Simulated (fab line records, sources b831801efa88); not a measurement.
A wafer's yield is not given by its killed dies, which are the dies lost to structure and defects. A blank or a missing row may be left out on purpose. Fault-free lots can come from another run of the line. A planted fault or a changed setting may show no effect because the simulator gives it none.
Which of the tools did it? + flow sky130 + 6 lots, 18 wafers sampled, at 4 steps of a route of 708

== WHAT THE GAUGES SHOWED, per wafer ==
SKY_METAL2_OVL_MEAS_16.
| lot  | measured     | on         | METAL2_OVL (nm) |
|------|--------------|------------|-----------------|
| L763 | day 38 02:13 | overlay-01 | 2 8 2           |
| L764 | day 38 08:12 | overlay-01 | -7 6 2          |
| L766 | day 40 04:03 | overlay-01 | 2 6 -1          |
| L771 | day 40 08:00 | overlay-02 | 6 -1 -9         |
| L772 | day 40 09:31 | overlay-01 | -2 5 4          |
| L776 | day 41 11:52 | overlay-02 | -3 4 3          |

== WHICH TOOL RAN EACH LOT (tool, then ch and the chambers of the sampled wafers, then the start) ==
| lot  | SKY_POLY_CUT_ETCH_10              | SKY_POLY_CUT_STRIP_12               | SKY_VIA1_CVD_21              |
|------|-----------------------------------|-------------------------------------|------------------------------|
| L763 | rieDiel-02 ch 0,2, day 27 11:00   | plasmaAsher-02 ch 1, day 27 11:05   | cvdW-01 ch 0,1, day 37 00:06 |
| L764 | rieDiel-03 ch 1,2, day 27 17:31   | plasmaAsher-02 ch 0,1, day 27 17:36 | cvdW-01 ch 0,1, day 37 05:44 |
| L766 | rieDiel-01 ch 0,2, day 29 21:15   | plasmaAsher-03 ch 0,1, day 29 21:20 | cvdW-01 ch 0,1, day 39 02:43 |
| L771 | rieDiel-01 ch 0,2,3, day 29 23:09 | plasmaAsher-04 ch 0,1, day 29 23:16 | cvdW-01 ch 0,1, day 39 06:49 |
| L772 | rieDiel-02 ch 1,2,3, day 30 03:11 | plasmaAsher-02 ch 0, day 30 03:16   | cvdW-01 ch 0,1, day 39 08:05 |
| L776 | rieDiel-03 ch 0,2,3, day 31 09:26 | plasmaAsher-03 ch 0,1, day 31 09:33 | cvdW-02 ch 0,1, day 40 10:26 |
- SKY_POLY_CUT_ETCH_10: etches BARC in N2/H2, stops on SiO2, time 45.9 s, target depth 60 nm.
- SKY_POLY_CUT_STRIP_12: strips in O2/N2.
- SKY_VIA1_CVD_21: deposits W, target thk 270 nm, time 80.902 s.

== THE ANSWER, worked out from the rows above alone ==
Rule: usual is defined by the lots themselves. Put in order of their means at a reading, lots are off if they are a third of the lots or fewer, leave a main group of 4 or more, and stand apart from it by a gap of 3 or more times the standard deviation of the main group's means; of several such gaps the widest counts. The tables above print the reading to a certain number of digits; a main group whose means all agree to those digits is not used. Also off: a lot with no number at a reading for which 4 or more lots have one. Any other lot the step has rows for is counted as sound.
Nothing can be told from this: no lot is off at any reading shown.

== WHAT WAS PUT IN BY THE SIMULATOR ==
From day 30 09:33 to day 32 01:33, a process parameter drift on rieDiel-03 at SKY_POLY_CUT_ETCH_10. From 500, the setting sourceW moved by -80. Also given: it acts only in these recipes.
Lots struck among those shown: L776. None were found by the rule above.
